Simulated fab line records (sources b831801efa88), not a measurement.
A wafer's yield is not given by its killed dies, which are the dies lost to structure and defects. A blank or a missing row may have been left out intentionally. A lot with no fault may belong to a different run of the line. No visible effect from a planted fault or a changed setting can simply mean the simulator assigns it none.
Comparing a struck lot with a sound one | flow sky130 | 16 steps out of a route of 708
Sound: wafers L970.3, L970.4, L970.5. Struck: wafer L972.4. (L972.2, L972.5 of the same lot were not struck and are left out.) The cause comes at the end.
Per side, at each step with rows, come the tool, then ch with its chambers, and then its first start. Under that, the readings that differ: sound wafers | struck wafers | difference of the means | sigmas: that difference in standard deviations of wafers without a fault.
alike: readings whose means differ by less than 2 such deviations, and words and numbers that are the same on both sides. not compared: withheld readings, readings that some wafer has no value for, bounds like >300 that may hide the same value, and numbers for which the record gives no deviation and whose values overlap.
Wherever a step has rows on one side only, a row that says differs or no value, or a row with sigmas, the two part there. Numbers that don't overlap but have no deviation are shown without sigmas and don't part them. A reading missing from all wafers of one side parts the sides only when that side holds two or more wafers.

SKY_METAL5_SPUTTER_03: material Ti, target thk 5 nm, time 3.3 s.
  sound: pvdSputter-02 at day 42 22:09; struck: pvdSputter-02 at day 43 16:18
  alike: cathodeDcPowerW, throttleValvePct
SKY_METAL5_SPUTTER_04: material TiN, target thk 70 nm, time 58.3 s.
  sound: pvdSputter-02 at day 42 22:10; struck: pvdSputter-02 at day 43 16:19
  alike: cathodeDcPowerW, throttleValvePct
SKY_METAL5_RS_MEAS_05: uses a four-point probe to measure.
  sound: filmMetro-02 at day 42 22:15; struck: filmMetro-01 at day 43 16:23
  alike: METAL5_ALCU_RS
SKY_METAL5_THK_MEAS_06: measures by xrf.
  sound: filmMetro-02 at day 42 22:21; struck: filmMetro-01 at day 43 16:30
  alike: METAL5_ALCU_THK
then, 7 steps without rows for these wafers: SKY_METAL5_DEHYDRATE_07 (time 60 s); SKY_METAL5_HMDS_08 (prime time 60 s); SKY_METAL5_COAT_09 (resist thk 1800 nm); SKY_METAL5_SOFTBAKE_10 (time 60 s); SKY_METAL5_EXPOSE_11 (exposes mask MM5, target cd 1600 nm); SKY_METAL5_PEB_12; SKY_METAL5_DEVELOP_13 (develop time 60 s).
SKY_METAL5_DESCUM_14: chemistry O2, time 11 s.
  sound on rieMetal-02 ch 0,1, day 43 20:50; struck on rieMetal-02 ch 1, day 44 13:51
  alike: chamberPressureMTorr, drypumpMotorCurrentA, oesProductAu
  not compared: rfHoursCounterH
SKY_METAL5_METAL_ETCH_15: etches the open film in Cl2/BCl3, stops on SiO2, target depth 1260 nm, time 252 s.
  sound on rieMetal-02 ch 0,1, day 43 20:56; struck on rieMetal-02 ch 1, day 44 13:53
reading                                    | sound             | struck | difference | sigmas
oesProductAu (a.u.)                        | 0.883 0.894 0.899 | 0.995  | +0.103     | +20
runLengthS (s)                             | 279.9 280.0 280.3 | 235.3  | -44.8      | -70
model.NOVOLAK_of_METAL5_COAT_09.thkNm (nm) | 1037 1031 1030    | 1189   | +156       | 
model.METAL5.featureDepthNm (nm)           | 1258 1260 1254    | 1229   | -28        | 
model.etch.depthNm (nm)                    | 1258 1260 1254    | 1229   | -28        | 
  alike: chamberPressureMTorr, drypumpMotorCurrentA, throttleValvePct
  not compared: rfHoursCounterH
SKY_METAL5_STRIP_16: strips in O2/N2.
  sound on plasmaAsher-03 ch 0,1, day 43 21:08; struck on plasmaAsher-01 ch 0, day 44 14:07
reading                  | sound             | struck | difference | sigmas
stripTimeToEndpointS (s) | 13.09 13.02 13.02 | 14.82  | +1.78      | +11
  alike: chamberPressureMTorr, drypumpMotorCurrentA, oesProductAu
  not compared: rfHoursCounterH
then, 1 step without rows for these wafers: SKY_METAL5_STRIP_17 (strips in post etch residue remover, time 1200 s).
SKY_PAD_OPEN_PROBE_99:
  rows exist in the record for the struck wafers here (prober-02, day 46 10:36), but not for the sound ones

WHERE THEY PART
Last at SKY_PAD_OPEN_PROBE_99 as far as this record goes, first at SKY_METAL5_METAL_ETCH_15.

WHY: what the simulator had put in
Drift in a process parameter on rieMetal-02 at SKY_METAL5_METAL_ETCH_15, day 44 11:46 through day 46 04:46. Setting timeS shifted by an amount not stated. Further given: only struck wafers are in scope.
